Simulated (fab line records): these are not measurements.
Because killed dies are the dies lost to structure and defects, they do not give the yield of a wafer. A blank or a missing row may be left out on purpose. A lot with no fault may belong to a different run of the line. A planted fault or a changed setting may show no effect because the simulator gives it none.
Problem report, 8D (eight disciplines) form, completed by code | flow sky130 | the parts of the form that need people (team, actions taken, sign-off) are left out

== 1. THE ISSUE ==
Mean VIA4_HDPCVD_THK at SKY_VIA4_THK_MEAS_01: 2394 nm over 2 wafers in 2 lots; fault-free wafers: 1751 nm, standard deviation 22. That is +29 standard deviations from the usual mean.
Seen first at day 45 01:53 on film metro-03, wafer L562.6. The record holds 36 wafers of 12 lots with a number at this step. By rule, "out" or "out of limits" means more than 4 standard deviations away from the usual mean. The other wafers with a number count as sound.

== 2. WHAT IT IS, AND WHAT IT ISN'T ==
question                    | is                           | is not
which readings at this step | VIA4_HDPCVD_THK              | -
which lots                  | L562, L565                   | L550, L551, L552, L553, L555, L556, L558, L559, L561, L573
which wafers of those lots  | L562.6, L565.2               | L562.2, L562.5, L565.4, L565.6
read on which gauges        | film metro-02, film metro-03 | film metro-04
when                        | from day 45 01:53            | up to then (29 sound wafers); but 5 sound wafers of L565, L573 came after

== 3. SUSPECTS, AND WHAT RULES EACH OUT ==
Counting: if a tool at a process step up to the reading ran every lot that is out, it stays a suspect. Sound lots after the first of them don't rule it out here, since some wafers of a struck lot are sound.
- the gauge at SKY_VIA4_THK_MEAS_01 has been ruled out. The wafers that are out were read on 2 gauges (film metro-02, film metro-03).
- hdpcvd-01 at SKY_VIA4_HDPCVD_00 (deposits SiO2, target thk 1750 nm, time 291.7 s): kept. Ran every lot that is out, first one L562 (day 45 01:41); last sound lot up to then L559 (day 44 01:38). Its own run length s readings are out on those wafers.
- hdpcvd-01, SKY_VIA4_HDPCVD_00: wafers that are out in chamber 0, sound lot-mates in chambers 1, 2.
After counting, what remains is hdpcvd-01 at SKY_VIA4_HDPCVD_00.

== 4. THE CAUSE (what the simulator had put in) ==
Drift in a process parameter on hdpcvd-01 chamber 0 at SKY_VIA4_HDPCVD_00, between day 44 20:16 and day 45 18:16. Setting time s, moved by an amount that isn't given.
After counting, this tool was the only one left.

== 5. SEQUENCE OF EFFECTS, ordered by route ==
Each row: a reading where the mean over the struck wafers with a number is more than 3 standard deviations away from the usual. Only readings for which the record gives a usual standard deviation are gone through. hours: the time from each lot's start at the first step in this table that gives one to its start at this step, as a median over the lots. sigmas: the change in usual standard deviations.
hours | step                 | reading         | usual   | on struck wafers | change | sigmas
0     | SKY_VIA4_HDPCVD_00   | run length s    | 319.6 s | 426.9            | +107.3 | +99 or more
0     | SKY_VIA4_THK_MEAS_01 | VIA4_HDPCVD_THK | 1751 nm | 2394             | +644   | +29
Process steps it contains:
- SKY_VIA4_HDPCVD_00: deposits SiO2, target thk 1750 nm, time 291.7 s.
Later steps that measure or inspect, where all struck wafers having a row at the step show a number for every such reading and not one has moved that far: SKY_VIA4_BOW_MEAS_03.

== 6. HOW IT WOULD HAVE BEEN CAUGHT EARLIER ==
In this record the first reading out of limits at a measuring or inspecting step was taken at day 45 01:53, 6 hours after the fault began at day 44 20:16.
The tool's own readings at SKY_VIA4_HDPCVD_00 were out on every struck wafer that the step has a row for (run length s): an alarm limit on them would have fired on the first of those.
Lots out: 2; of these, L565 started SKY_VIA4_HDPCVD_00 on hdpcvd-01 after day 45 01:53. Had the tool been put on hold then, it would have been spared.
